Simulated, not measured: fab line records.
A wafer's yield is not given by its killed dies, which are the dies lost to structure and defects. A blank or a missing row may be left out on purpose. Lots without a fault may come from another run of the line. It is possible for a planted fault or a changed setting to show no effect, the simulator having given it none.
Which tool was responsible? + flow sky130 + 15 lots, 45 wafers sampled, at 2 steps of a route of 708

== WHAT THE GAUGES SHOWED, per wafer ==
No reading from a measuring or inspecting step in the record can be judged against a usual standard deviation.

== WHAT TOOL EACH LOT RAN ON (gives the tool, then ch and the chambers of the sampled wafers, and finally the start) ==
| lot  | SKY_POLY_GATE_ETCH_17            | SKY_POLY_GATE_STRIP_18               |
|------|----------------------------------|--------------------------------------|
| L585 | rie si-01 ch 1,3, day 16 15:49   | plasma asher-04 ch 0,1, day 16 15:52 |
| L586 | rie si-02 ch 0,1,2, day 17 03:05 | plasma asher-03 ch 0,1, day 17 03:08 |
| L588 | rie si-02 ch 1,2,3, day 17 22:08 | plasma asher-02 ch 0,1, day 17 22:13 |
| L589 | rie si-01 ch 0,2,3, day 18 08:29 | plasma asher-03 ch 0,1, day 18 08:32 |
| L590 | rie si-02 ch 1,2,3, day 18 22:01 | plasma asher-04 ch 0,1, day 18 22:04 |
| L592 | rie si-02 ch 0,1, day 19 15:34   | plasma asher-02 ch 0, day 19 15:37   |
| L594 | rie si-02 ch 0,2,3, day 20 01:35 | plasma asher-02 ch 0,1, day 20 01:38 |
| L595 | rie si-01 ch 2,3, day 20 12:56   | plasma asher-04 ch 0, day 20 12:59   |
| L596 | rie si-02 ch 1,2,3, day 21 00:25 | plasma asher-02 ch 0,1, day 21 00:28 |
| L597 | rie si-01 ch 1,2,3, day 21 14:01 | plasma asher-02 ch 0,1, day 21 14:04 |
| L603 | rie si-01 ch 0,1,2, day 23 11:34 | plasma asher-02 ch 0,1, day 23 11:37 |
| L604 | rie si-02 ch 0,1,3, day 23 22:25 | plasma asher-02 ch 0,1, day 23 22:28 |
| L605 | rie si-01 ch 1,2,3, day 24 07:19 | plasma asher-04 ch 0,1, day 24 07:24 |
| L606 | rie si-02 ch 1,2, day 24 09:43   | plasma asher-03 ch 0,1, day 24 09:48 |
| L607 | rie si-01 ch 1,2,3, day 24 19:37 | plasma asher-03 ch 0,1, day 24 19:40 |
- SKY_POLY_GATE_ETCH_17: etches poly-Si in HBr/Cl2, stops on SiO2, target depth 180 nm, time 70.5 s.
- SKY_POLY_GATE_STRIP_18: strips in O2/N2.

== AS READ BY THE TOOLS THEMSELVES (means over the sampled wafers that have a number; for cases with no such wafer, the mark the record gives instead) ==
SKY_POLY_GATE_ETCH_17. Usual: HBr_flow_sccm 150.0 sccm, standard deviation 0.49; bias w 99.97 W, standard deviation 0.28; drypump motor current A 5.8 A, standard deviation 0.7; mfc cl2 sccm 50.01 sccm, standard deviation 0.14; oes product au 0.983 a.u., standard deviation 0.0078; rf fwd power W 397.1 W, standard deviation 1.6; throttle valve pct 33.683 %, standard deviation 0.0088.
| lot  | tool      | HBr_flow_sccm (sccm) | bias w (W) | drypump motor current A (A) | mfc cl2 sccm (sccm) | oes product au (a.u.) | rf fwd power W (W) | throttle valve pct (%) | flag |
|------|-----------|----------------------|------------|-----------------------------|---------------------|-----------------------|--------------------|------------------------|------|
| L585 | rie si-01 | 149.8                | 100.08     | 5.8                         | 49.91               | 0.987                 | 396.0              | 33.688                 |      |
| L586 | rie si-02 | 150.0                | 99.85      | 6.1                         | 49.99               | 0.985                 | 397.1              | 33.676                 |      |
| L588 | rie si-02 | 149.9                | 99.79      | 6.1                         | 49.84               | 0.980                 | 398.3              | 33.676                 |      |
| L589 | rie si-01 | 150.3                | 99.84      | 5.6                         | 49.97               | 0.979                 | 398.2              | 33.692                 |      |
| L590 | rie si-02 | 150.1                | 99.57      | 6.1                         | 50.04               | 0.979                 | 398.2              | 33.679                 |      |
| L592 | rie si-02 | 149.9                | 99.94      | 6.1                         | 50.10               | 0.972                 | 396.0              | 33.683                 |      |
| L594 | rie si-02 | -                    | -          | -                           | -                   | -                     | -                  | -                      | OFF  |
| L595 | rie si-01 | -                    | -          | -                           | -                   | -                     | -                  | -                      | OFF  |
| L596 | rie si-02 | -                    | -          | -                           | -                   | -                     | -                  | -                      | OFF  |
| L597 | rie si-01 | 149.9                | 100.27     | 6.0                         | 49.95               | 0.993                 | 395.6              | 33.693                 |      |
| L603 | rie si-01 | 150.1                | 100.17     | 6.0                         | 50.12               | 0.980                 | 397.4              | 33.680                 |      |
| L604 | rie si-02 | 150.2                | 100.11     | 5.7                         | 50.00               | 0.983                 | 398.6              | 33.678                 |      |
| L605 | rie si-01 | 149.7                | 100.19     | 6.0                         | 49.92               | 0.986                 | 396.9              | 33.693                 |      |
| L606 | rie si-02 | 149.8                | 100.14     | 6.5                         | 50.01               | 0.976                 | 397.0              | 33.683                 |      |
| L607 | rie si-01 | 149.6                | 99.79      | 6.0                         | 49.90               | 0.986                 | 396.0              | 33.680                 |      |

SKY_POLY_GATE_STRIP_18. Usual: drypump motor current A 5.9 A, standard deviation 0.53; oes product au 0.361 a.u., standard deviation 0.0049; strip time to endpoint s 3.18 s, standard deviation 0.032.
| lot  | tool            | drypump motor current A (A) | oes product au (a.u.) | strip time to endpoint s (s) | flag |
|------|-----------------|-----------------------------|-----------------------|------------------------------|------|
| L585 | plasma asher-04 | 6.2                         | 0.360                 | 3.18                         |      |
| L586 | plasma asher-03 | 5.8                         | 0.364                 | 3.19                         |      |
| L588 | plasma asher-02 | 6.0                         | 0.361                 | 3.23                         |      |
| L589 | plasma asher-03 | 5.8                         | 0.359                 | 3.15                         |      |
| L590 | plasma asher-04 | 6.2                         | 0.360                 | 3.16                         |      |
| L592 | plasma asher-02 | 6.4                         | 0.362                 | 3.19                         |      |
| L594 | plasma asher-02 | 6.0                         | 0.402                 | 4.23                         | OFF  |
| L595 | plasma asher-04 | 6.2                         | 0.402                 | 4.21                         | OFF  |
| L596 | plasma asher-02 | 6.0                         | 0.400                 | 4.20                         | OFF  |
| L597 | plasma asher-02 | 5.5                         | 0.360                 | 3.19                         |      |
| L603 | plasma asher-02 | 5.9                         | 0.361                 | 3.16                         |      |
| L604 | plasma asher-02 | 5.5                         | 0.360                 | 3.19                         |      |
| L605 | plasma asher-04 | 6.2                         | 0.366                 | 3.22                         |      |
| L606 | plasma asher-03 | 5.8                         | 0.362                 | 3.21                         |      |
| L607 | plasma asher-03 | 5.8                         | 0.360                 | 3.19                         |      |

== THE ANSWER, worked out from the rows above alone ==
Rule: a lot is off if the mean of its wafers that have a number lies more than 3 standard deviations from the usual mean. A lot without any number at a reading at which 4 lots or more have one is off too. The other lots that the step has rows for count as sound. First the gauges in route order, then the tools' own readings, where a lot's mean is used as printed above. The first step at which some lot is off is used, and at that step the reading that is off furthest; a lot without a number counts as furthest.
Off: L594, L595, L596, at SKY_POLY_GATE_ETCH_17 (HBr_flow_sccm). Without a number there: L594, L595, L596.
A tool fits if, at that step or a process step before it, it ran every lot that is off, and no sound lot after the first of them. None of those tried fits.

== WHAT THE SIMULATOR HAD INSERTED ==
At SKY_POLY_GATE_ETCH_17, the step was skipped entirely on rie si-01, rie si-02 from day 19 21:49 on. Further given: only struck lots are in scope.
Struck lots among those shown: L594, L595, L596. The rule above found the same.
